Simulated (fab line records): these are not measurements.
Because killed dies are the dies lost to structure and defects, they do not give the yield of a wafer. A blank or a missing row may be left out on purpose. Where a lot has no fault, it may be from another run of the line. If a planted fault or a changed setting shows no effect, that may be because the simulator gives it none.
The tool behind it: which one? | flow sky130 | 72 wafers from 24 lots sampled at 6 of the route's 708 steps

== WHAT THE GAUGES READ, wafer by wafer ==
SKY_VT_ADJUST_PCH_OVL_MEAS_07.
lot  | measured     | on         | VT_ADJUST_PCH_OVL (nm)
L074 | day 10 09:10 | overlay-01 | 0.1 0.0 1.1
L075 | day 10 10:11 | overlay-01 | 0.1 0.0 -0.1
L076 | day 11 00:41 | overlay-02 | 1.4 -0.1 -0.1
L077 | day 11 03:31 | overlay-02 | 0.6 2.0 -1.9
L078 | day 11 13:14 | overlay-02 | -1.6 0.5 -0.3
L079 | day 12 00:48 | overlay-01 | 0.9 2.1 1.3
L080 | day 12 06:05 | overlay-02 | 0.0 -0.8 1.8
L081 | day 12 17:50 | overlay-01 | -1.7 -2.4 -1.8
L082 | day 13 00:32 | overlay-01 | -0.2 -2.1 0.4
L083 | day 13 08:40 | overlay-02 | 1.5 -1.4 -0.3
L084 | day 13 15:15 | overlay-01 | -1.8 -1.4 -0.2
L085 | day 13 18:25 | overlay-02 | -0.9 -0.1 -0.7
L086 | day 14 05:34 | overlay-02 | 1.5 0.0 1.9
L087 | day 14 16:46 | overlay-01 | -0.3 -0.8 -1.2
L088 | day 15 01:56 | overlay-02 | 0.6 0.6 1.0
L089 | day 15 04:36 | overlay-01 | 1.6 0.2 0.5
L090 | day 15 15:42 | overlay-01 | -0.5 -1.6 0.7
L091 | day 15 20:32 | overlay-02 | 3.8 -0.4 3.2
L092 | day 16 04:29 | overlay-02 | -0.2 -0.8 2.6
L093 | day 16 12:22 | overlay-02 | -0.1 -1.3 -0.7
L094 | day 16 20:56 | overlay-01 | 0.3 1.6 -0.1
L095 | day 17 05:18 | overlay-02 | 0.9 2.4 1.5
L097 | day 17 21:37 | overlay-02 | 0.1 -1.5 -1.1
L096 | day 17 22:58 | overlay-02 | 0.4 3.1 0.8

SKY_POLY_CUT_OVL_MEAS_09.
lot  | measured     | on         | POLY_CUT_OVL (nm)
L074 | day 24 04:20 | overlay-01 | -9 -15 -11
L075 | day 24 06:08 | overlay-02 | 1 7 10
L076 | day 25 11:01 | overlay-01 | -6 -6 -5
L077 | day 25 11:20 | overlay-02 | 0 -6 -6
L078 | day 25 11:25 | overlay-01 | -11 -10 -11
L079 | day 26 00:04 | overlay-02 | 5 0 -1
L080 | day 26 08:22 | overlay-02 | 6 4 -3
L081 | day 26 22:46 | overlay-01 | -12 -5 -10
L082 | day 27 01:31 | overlay-01 | -12 -2 -3
L083 | day 27 15:46 | overlay-01 | 1 1 -11
L084 | day 28 03:12 | overlay-02 | -2 0 8
L085 | day 28 02:56 | overlay-01 | -9 -4 -7
L086 | day 28 08:33 | overlay-01 | -10 -5 -11
L087 | day 29 03:08 | overlay-02 | -12 -9 -1
L088 | day 29 10:30 | overlay-02 | -3 -2 -5
L089 | day 30 00:16 | overlay-02 | 4 2 6
L090 | day 30 00:31 | overlay-01 | -7 3 -4
L091 | day 30 08:17 | overlay-02 | 7 1 -3
L092 | day 30 14:01 | overlay-02 | -5 -9 -12
L093 | day 30 18:21 | overlay-01 | -7 -9 -4
L094 | day 31 02:58 | overlay-02 | -3 -3 -3
L095 | day 31 13:54 | overlay-02 | -6 -5 -8
L097 | day 32 19:20 | overlay-01 | 5 3 8
L096 | day 32 18:38 | overlay-02 | -13 -12 -12

SKY_LI_CONTACT_OVL_MEAS_13.
lot  | measured     | on         | LI_CONTACT_OVL (nm)
L074 | day 29 02:44 | overlay-01 | -5 -6 1
L075 | day 29 04:41 | overlay-02 | -1 3 0
L076 | day 30 08:38 | overlay-02 | -2 0 -3
L077 | day 30 08:44 | overlay-01 | -7 -4 2
L078 | day 30 09:48 | overlay-01 | -6 0 -9
L079 | day 30 21:31 | overlay-02 | 4 9 0
L080 | day 31 05:10 | overlay-01 | -3 -10 -2
L081 | day 31 18:15 | overlay-02 | -3 -9 -9
L082 | day 31 20:46 | overlay-01 | -10 -6 -10
L083 | day 32 10:50 | overlay-02 | -1 -7 -5
L084 | day 32 21:00 | overlay-02 | -15 -7 -14
L085 | day 32 19:43 | overlay-02 | -10 -3 2
L086 | day 33 02:22 | overlay-02 | -2 -3 0
L087 | day 33 20:12 | overlay-02 | -2 -4 0
L088 | day 34 03:28 | overlay-02 | -6 -6 -6
L089 | day 34 15:33 | overlay-01 | -2 -12 -7
L090 | day 34 15:34 | overlay-02 | -2 -3 5
L091 | day 34 21:40 | overlay-01 | 4 0 -4
L092 | day 35 03:38 | overlay-01 | -10 -7 -12
L093 | day 35 08:18 | overlay-02 | -3 -4 -7
L094 | day 35 15:05 | overlay-02 | -4 -4 -7
L095 | day 36 00:24 | overlay-02 | 1 -4 -6
L097 | day 37 06:24 | overlay-02 | -12 -7 -1
L096 | day 37 05:23 | overlay-01 | 0 6 -4

SKY_LOCAL_INTERCONNECT_THK_MEAS_02: measures by xrf.
lot  | measured     | on            | LOCAL_INTERCONNECT_TIN_THK (nm)
L074 | day 29 04:08 | film_metro-03 | 99.4 98.3 99.0
L075 | day 29 06:04 | film_metro-03 | 98.1 99.2 97.7
L076 | day 30 10:01 | film_metro-01 | 98.3 98.1 99.1
L077 | day 30 10:18 | film_metro-01 | 98.2 98.6 99.0
L078 | day 30 11:20 | film_metro-01 | 96.3 96.5 95.9
L079 | day 30 23:04 | film_metro-01 | 98.2 98.8 98.2
L080 | day 31 06:32 | film_metro-01 | 97.3 97.8 96.8
L081 | day 31 19:38 | film_metro-03 | 97.7 98.5 98.1
L082 | day 31 22:09 | film_metro-03 | 98.8 97.8 97.9
L083 | day 32 12:13 | film_metro-04 | 101.1 101.7 99.8
L084 | day 32 22:25 | film_metro-01 | 100.2 99.7 98.2
L085 | day 32 21:26 | film_metro-04 | 100.1 100.5 100.9
L086 | day 33 03:46 | film_metro-04 | 99.8 100.8 100.7
L087 | day 33 21:35 | film_metro-01 | 97.4 98.3 99.3
L088 | day 34 04:52 | film_metro-01 | 99.8 99.7 100.7
L089 | day 34 16:57 | film_metro-01 | 100.3 99.5 98.9
L090 | day 34 16:58 | film_metro-03 | 99.8 99.2 98.7
L091 | day 34 23:03 | film_metro-01 | 99.4 99.0 98.9
L092 | day 35 05:01 | film_metro-04 | 98.6 99.6 98.7
L093 | day 35 09:41 | film_metro-03 | 98.0 97.5 96.7
L094 | day 35 16:29 | film_metro-01 | 98.9 100.1 97.8
L095 | day 36 01:48 | film_metro-04 | 98.5 100.1 99.2
L097 | day 37 07:47 | film_metro-03 | 98.5 99.8 99.4
L096 | day 37 06:46 | film_metro-03 | 99.3 101.0 99.1

SKY_METAL3_CD_MEAS_13: the cd target is 300 nm.
lot  | measured     | on        | cd_nm (nm)
L074 | day 38 12:40 | cd_sem-01 | 301.8 300.0 302.3
L075 | day 38 14:02 | cd_sem-01 | 300.9 299.9 300.0
L076 | day 39 13:22 | cd_sem-01 | 301.8 301.9 301.2
L077 | day 39 14:28 | cd_sem-01 | 298.8 298.9 299.7
L078 | day 39 16:14 | cd_sem-01 | 298.2 299.5 298.6
L079 | day 40 01:52 | cd_sem-01 | 300.6 299.6 298.5
L080 | day 40 09:10 | cd_sem-01 | 298.5 299.9 299.8
L081 | day 40 21:34 | cd_sem-02 | 297.3 298.3 298.1
L082 | day 40 22:08 | cd_sem-01 | 300.3 299.0 299.6
L083 | day 41 10:50 | cd_sem-02 | 299.6 300.1 300.5
L084 | day 41 20:13 | cd_sem-02 | 298.4 299.3 298.8
L085 | day 41 19:32 | cd_sem-02 | 300.0 301.0 300.7
L086 | day 42 00:58 | cd_sem-02 | 302.2 301.7 302.9
L087 | day 42 15:25 | cd_sem-02 | 300.1 300.7 300.5
L088 | day 42 22:58 | cd_sem-02 | 302.0 298.7 299.1
L089 | day 43 06:09 | cd_sem-01 | 298.7 299.1 298.3
L090 | day 43 08:58 | cd_sem-02 | 299.3 301.4 299.3
L091 | day 43 13:40 | cd_sem-01 | 299.3 298.7 299.5
L092 | day 43 19:23 | cd_sem-02 | 299.9 299.0 300.7
L093 | day 43 23:01 | cd_sem-02 | 301.2 300.9 302.4
L094 | day 44 05:02 | cd_sem-01 | 303.3 302.5 302.9
L095 | day 44 11:26 | cd_sem-01 | 300.1 301.4 300.8
L097 | day 45 14:49 | cd_sem-01 | 300.8 301.8 300.4
L096 | day 45 13:47 | cd_sem-02 | 300.3 299.9 300.9

== WHICH TOOL RAN EACH LOT (tool, then ch and the chambers of the sampled wafers, then the start) ==
lot  | SKY_VIA1_CMP_02
L074 | cmp-01 ch 0,1,2, day 32 20:24
L075 | cmp-01 ch 1,2,3, day 32 22:59
L076 | cmp-02 ch 0,2,3, day 33 23:52
L077 | cmp-02 ch 0,1,2, day 34 00:11
L078 | cmp-01 ch 0,1,3, day 34 01:22
L079 | cmp-02 ch 1,3, day 34 11:43
L080 | cmp-02 ch 1,2,3, day 34 20:04
L081 | cmp-01 ch 0,3, day 35 07:49
L082 | cmp-01 ch 0,3, day 35 10:07
L083 | cmp-02 ch 0,1,2, day 36 00:07
L084 | cmp-02 ch 1,2,3, day 36 09:46
L085 | cmp-02 ch 0,2, day 36 08:43
L086 | cmp-01 ch 0,2, day 36 14:50
L087 | cmp-02 ch 0,1,2, day 37 08:37
L088 | cmp-01 ch 0,3, day 37 15:26
L089 | cmp-01 ch 0,2, day 38 02:22
L090 | cmp-02 ch 0,1,2, day 38 02:47
L091 | cmp-01 ch 2,3, day 38 09:14
L092 | cmp-02 ch 2,3, day 38 15:28
L093 | cmp-02 ch 0,3, day 38 19:00
L094 | cmp-01 ch 0,3, day 39 02:22
L095 | cmp-01 ch 0,1,2, day 39 10:19
L097 | cmp-02 ch 1,2,3, day 40 15:17
L096 | cmp-02 ch 0,1,3, day 40 14:27
- SKY_VIA1_CMP_02: polishes SiO2.

== AS READ BY THE TOOLS THEMSELVES (means over the sampled wafers that have a number; for cases with no such wafer, the mark the record gives instead) ==
SKY_VIA1_CMP_02.
lot  | tool   | motor_current_A (A) | retaining_ring_pressure_frac | slurry_filter_dp_kPa (kPa)
L074 | cmp-01 | 11.9                | 0.999                        | 13.49
L075 | cmp-01 | 11.4                | 0.999                        | 13.67
L076 | cmp-02 | 11.4                | 1.002                        | 13.42
L077 | cmp-02 | 12.9                | 1.003                        | 13.49
L078 | cmp-01 | 11.3                | 0.995                        | 13.52
L079 | cmp-02 | 10.8                | 1.001                        | 13.68
L080 | cmp-02 | 11.8                | 1.000                        | 13.52
L081 | cmp-01 | 11.8                | 1.004                        | 13.51
L082 | cmp-01 | 12.0                | 1.000                        | 13.46
L083 | cmp-02 | 12.6                | 0.996                        | 13.42
L084 | cmp-02 | 12.4                | 1.002                        | 13.61
L085 | cmp-02 | 12.9                | 0.997                        | 13.46
L086 | cmp-01 | 11.5                | 1.001                        | 13.51
L087 | cmp-02 | 12.8                | 1.002                        | 13.41
L088 | cmp-01 | 11.6                | 1.000                        | 13.52
L089 | cmp-01 | 11.6                | 0.998                        | 13.62
L090 | cmp-02 | 12.5                | 1.002                        | 13.61
L091 | cmp-01 | 11.4                | 1.003                        | 13.46
L092 | cmp-02 | 11.6                | 1.000                        | 13.50
L093 | cmp-02 | 11.3                | 0.999                        | 13.59
L094 | cmp-01 | 11.3                | 1.005                        | 13.57
L095 | cmp-01 | 11.8                | 0.999                        | 13.54
L097 | cmp-02 | 11.7                | 1.006                        | 13.48
L096 | cmp-02 | 12.0                | 1.001                        | 13.45

== THE ANSWER, worked out from the rows above alone ==
Rule: what is usual is taken from the lots themselves. The widest of any qualifying gaps counts: lots, ordered by their means at a reading, are off when they make up no more than a third of the lots, leave a main group of 4 or more, and stand apart from it by 3 or more times the standard deviation of that group's means. A main group whose means are all the same, to the digits that the tables above print for the reading, isn't used. A lot without any number at a reading at which 4 lots or more have one is off too. Where the step has rows for the other lots, those lots are counted as sound. Order of review: gauges by route order, followed by the tools' own readings, for which a lot's mean as printed above is used. At the first step where some lot is off, the reading lying furthest off is the one used; lots without a number count as furthest.
Across all readings shown, no lot is off: no conclusion can be drawn from this.

== WHAT THE SIMULATOR HAD PUT IN ==
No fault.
